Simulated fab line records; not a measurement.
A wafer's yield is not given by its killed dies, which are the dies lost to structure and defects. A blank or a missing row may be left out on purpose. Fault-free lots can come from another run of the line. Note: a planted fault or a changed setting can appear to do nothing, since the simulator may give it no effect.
Comparing a struck lot with a sound one :: flow sfq line :: 14 out of 325 route steps
Sound: these wafers, L482.3, L482.5, L482.6. Wafers L491.1, L491.5, L491.6 were the ones struck. The cause comes at the end.
Each step with rows lists, per side, the tool, then ch with its chambers, then its first start. Under that, the readings that differ: sound wafers :: struck wafers :: difference of the means :: sigmas: that difference in standard deviations of wafers without a fault.
alike: a reading whose means differ by less than 2 such deviations, as well as words and numbers matching on both sides. not compared: withheld readings; readings where some wafer has no value; bounds like >300 that might hide an equal value; numbers whose values overlap and for which the record gives no deviation.
Wherever a step has rows on one side only, a row that says differs or no value, or a row with sigmas, the two part there. Numbers that don't overlap but have no deviation are shown without sigmas and don't part them. A reading missing from all wafers of one side parts the sides only when that side holds two or more wafers.

first, 6 steps without rows for these wafers: SFQ_TRILAYER_M0_LITHO_COAT_026 (resist thk 62 nm); SFQ_TRILAYER_M0_LITHO_COAT_021 (resist thk 600 nm); SFQ_TRILAYER_M0_LITHO_SOFTBAKE_025; SFQ_TRILAYER_M0_LITHO_EXPOSE_022 (exposes mask M0, target cd 500 nm); SFQ_TRILAYER_M0_LITHO_PEB_024 (peb time 60 s); SFQ_TRILAYER_M0_LITHO_DEVELOP_023 (time 60 s).
SFQ_M0_OVL_MEAS_906:
  struck on overlay-02, day 15 00:26; sound on overlay-02, day 11 13:56
  alike: M0_OVL
SFQ_TRILAYER_M0_BARC_OPEN_METAL_ETCH_031: etches BARC in O2, target depth 125 nm, time 41.7 s.
  sound on rie metal-02 ch 0,1, day 11 13:58; struck on rie metal-03 ch 0,1, day 15 00:29
  alike: drypump motor current A, oes product au
  not compared: rf hours counter h
SFQ_TRILAYER_M0_ETCH_METAL_ETCH_024: etches Nb in Cl2/Ar, stops on SiO2, target depth 240 nm, time 120 s.
  sound on rie metal-02 ch 0,1, day 11 14:03; struck on rie metal-03 ch 0,1, day 15 00:32
  alike: drypump motor current A, oes product au
  not compared: rf hours counter h
SFQ_TRILAYER_M0_STRIP_STRIP_025: strips in O2.
  sound on rie metal-02 ch 0,1, day 11 14:20; struck on rie metal-03 ch 0,1, day 15 00:40
  alike: drypump motor current A, oes product au
  not compared: rf hours counter h
then, 1 step without rows for these wafers: SFQ_TRILAYER_M0_STRIP_SOLV_CLEAN_026 (cleans in NMP, time 600 s).
SFQ_TRILAYER_I0_DEP_PECVD_027: deposits SiO2 from SiH4/N2O, time 111.11 s, target thk 500 nm.
  sound on pecvd-03 ch 0,1, day 11 14:56; struck on pecvd-02 ch 1,2, day 15 01:26
reading: rf fwd power W (W)
sound: 183.0 182.2 181.4
struck: 152.3 154.1 152.7
difference: -29.2
sigmas: -47

reading: showerhead vpp V (V)
sound: 856 852 915
struck: 761 791 762
difference: -103
sigmas: -3

reading: model.SiO2_of_TRILAYER_I0_DEP_PECVD_027.thk nm (nm)
sound: 498.6 505.3 496.1
struck: 462.4 483.1 471.4
difference: -27.7
sigmas: 
  alike: heater power w, throttle valve pct
SFQ_TRILAYER_I0_CMP_CMP_028: polishes SiO2.
  sound on cmp-01 ch 1,2, day 11 16:06; struck on cmp-02 ch 0,1, day 15 02:01
reading: time to endpoint s (s)
sound: 221 234 217
struck: 177 201 188
difference: -35
sigmas: -5
  alike: motor current A, retaining ring pressure frac
SFQ_I0_BOW_MEAS_907:
  struck on film metro-01, day 15 04:31; sound on film metro-04, day 11 18:38
  alike: I0_BOW

## WHERE THEY PART
Last at SFQ_TRILAYER_I0_CMP_CMP_028 as far as this record goes, first at SFQ_TRILAYER_I0_DEP_PECVD_027. Later steps at which nothing parts them and some readings are alike: SFQ_I0_BOW_MEAS_907.

WHY: what the simulator had put in
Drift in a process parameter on pecvd-02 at SFQ_TRILAYER_I0_DEP_PECVD_027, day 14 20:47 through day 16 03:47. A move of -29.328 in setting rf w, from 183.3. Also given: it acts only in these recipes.
